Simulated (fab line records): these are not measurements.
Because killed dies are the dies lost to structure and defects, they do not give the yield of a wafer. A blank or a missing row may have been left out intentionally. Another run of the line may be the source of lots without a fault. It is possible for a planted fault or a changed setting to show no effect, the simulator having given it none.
What tool caused it?    flow gf180mcu    36 wafers from 12 lots sampled at 4 of the route's 602 steps

WHAT EACH GAUGE READ, for each wafer
GF_M3_CD_MEAS_14: target cd 280 nm. Usual: cd-nm at 280.6 nm, with a standard deviation of 0.96.
lot   measured      on         cd-nm (nm)         flag
L546  day 22 08:51  cd-sem-02  280.3 280.1 279.1  
L547  day 22 15:05  cd-sem-02  279.6 279.6 281.6  
L548  day 23 02:13  cd-sem-01  280.3 279.9 281.2  
L551  day 24 08:26  cd-sem-01  279.5 281.5 279.5  
L558  day 26 08:51  cd-sem-02  281.4 281.6 281.4  
L560  day 27 04:35  cd-sem-02  281.4 281.1 281.3  
L561  day 27 11:38  cd-sem-01  281.3 281.9 281.2  
L562  day 27 14:53  cd-sem-02  278.0 279.6 279.2  
L564  day 28 05:49  cd-sem-02  279.7 280.9 280.5  
L565  day 28 15:08  cd-sem-02  280.4 280.0 282.0  
L566  day 28 20:04  cd-sem-01  281.1 280.5 281.4  
L567  day 29 03:14  cd-sem-01  279.8 279.8 279.5  

GF_V3_THK_MEAS_01. Usual: V3_CVD_00_THK 598 nm, standard deviation 5.5.
lot   measured      on             V3_CVD_00_THK (nm)  flag
L546  day 22 09:45  film-metro-04  595 599 601         
L547  day 22 15:59  film-metro-03  592 593 590         
L548  day 23 03:10  film-metro-04  518 511 514         OFF
L551  day 24 09:20  film-metro-02  511 506 511         OFF
L558  day 26 09:42  film-metro-03  597 608 604         
L560  day 27 05:28  film-metro-03  597 594 599         
L561  day 27 12:31  film-metro-02  611 602 593         
L562  day 27 15:46  film-metro-04  596 604 603         
L564  day 28 07:03  film-metro-02  602 606 598         
L565  day 28 16:04  film-metro-03  604 603 598         
L566  day 28 20:56  film-metro-03  586 588 590         
L567  day 29 04:07  film-metro-03  609 599 601         

EACH LOT AND THE TOOL THAT RAN IT (in order: tool; ch and the chambers of the sampled wafers; start)
lot   GF_V2_SPUTTER_21              GF_V3_CVD_00
L546  pvd-sputter-03, day 21 07:52  hdpcvd-01 ch 0,1,2, day 22 09:40
L547  pvd-sputter-03, day 21 14:28  hdpcvd-01 ch 0,2, day 22 15:55
L548  pvd-sputter-03, day 22 01:58  hdpcvd-01 ch 0,1, day 23 03:05
L551  pvd-sputter-04, day 23 09:06  hdpcvd-01 ch 0,1,2, day 24 09:16
L558  pvd-sputter-03, day 25 10:30  hdpcvd-01 ch 0,1,2, day 26 09:38
L560  pvd-sputter-01, day 26 07:55  hdpcvd-01 ch 0,1,2, day 27 05:23
L561  pvd-sputter-04, day 26 14:22  hdpcvd-02 ch 1,2, day 27 12:26
L562  pvd-sputter-04, day 26 17:46  hdpcvd-01 ch 0,2, day 27 15:41
L564  pvd-sputter-03, day 27 08:58  hdpcvd-02 ch 0,1, day 28 06:57
L565  pvd-sputter-01, day 27 18:27  hdpcvd-01 ch 0,1,2, day 28 15:59
L566  pvd-sputter-01, day 27 23:31  hdpcvd-01 ch 0,2, day 28 20:50
L567  pvd-sputter-01, day 28 06:37  hdpcvd-01 ch 0,2, day 29 04:01
- GF_V2_SPUTTER_21: material Ti, target thk 15 nm, time 80.02 s.
- GF_V3_CVD_00: deposits SiO2, target thk 600 nm, time 100 s.

WHAT THE TOOLS THEMSELVES READ (means of the sampled wafers that have a number; where no wafer has one, the mark that the record gives instead)
GF_V2_SPUTTER_21. Usual: throttle-valve-pct at 30.6 %, with a standard deviation of 0.88.
lot   tool            throttle-valve-pct (%)  flag
L546  pvd-sputter-03  30.6                    
L547  pvd-sputter-03  30.4                    
L548  pvd-sputter-03  29.9                    
L551  pvd-sputter-04  29.8                    
L558  pvd-sputter-03  30.2                    
L560  pvd-sputter-01  30.9                    
L561  pvd-sputter-04  31.3                    
L562  pvd-sputter-04  30.6                    
L564  pvd-sputter-03  29.7                    
L565  pvd-sputter-01  30.9                    
L566  pvd-sputter-01  30.4                    
L567  pvd-sputter-01  30.7                    

GF_V3_CVD_00. Usual: pressure-mtorr 5.999 mTorr, standard deviation 0.011; sih4-flow-sccm 60.03 sccm, standard deviation 0.18.
lot   tool       pressure-mtorr (mTorr)  sih4-flow-sccm (sccm)  flag
L546  hdpcvd-01  5.997                   60.13                  
L547  hdpcvd-01  5.989                   60.04                  
L548  hdpcvd-01  6.010                   50.95                  OFF
L551  hdpcvd-01  6.010                   51.01                  OFF
L558  hdpcvd-01  6.009                   60.01                  
L560  hdpcvd-01  6.006                   60.14                  
L561  hdpcvd-02  6.008                   60.13                  
L562  hdpcvd-01  5.998                   59.89                  
L564  hdpcvd-02  5.993                   59.94                  
L565  hdpcvd-01  5.994                   59.95                  
L566  hdpcvd-01  6.015                   60.03                  
L567  hdpcvd-01  6.004                   60.01                  

THE ANSWER, worked out from the rows above alone
Rule: lot off if the mean of its wafers having a number is beyond 3 standard deviations from the usual mean. A lot without any number at a reading at which 4 lots or more have one is off too. Where the step has rows for the other lots, those lots are counted as sound. Order of review: gauges by route order, followed by the tools' own readings, for which a lot's mean as printed above is used. At the first step where some lot is off, the reading lying furthest off is the one used; lots without a number count as furthest.
Off: at GF_V3_THK_MEAS_01 (V3_CVD_00_THK), L548, L551.
A tool fits if, at a process step before that reading, it ran every lot that is off, and no sound lot after the first of them. Not tried: the gauges at GF_V3_THK_MEAS_01; whatever is off there is also off at GF_V3_CVD_00, on other tools, and gauge error can't account for it. No candidate that was tried fits.

WHAT THE SIMULATOR HAD PUT IN
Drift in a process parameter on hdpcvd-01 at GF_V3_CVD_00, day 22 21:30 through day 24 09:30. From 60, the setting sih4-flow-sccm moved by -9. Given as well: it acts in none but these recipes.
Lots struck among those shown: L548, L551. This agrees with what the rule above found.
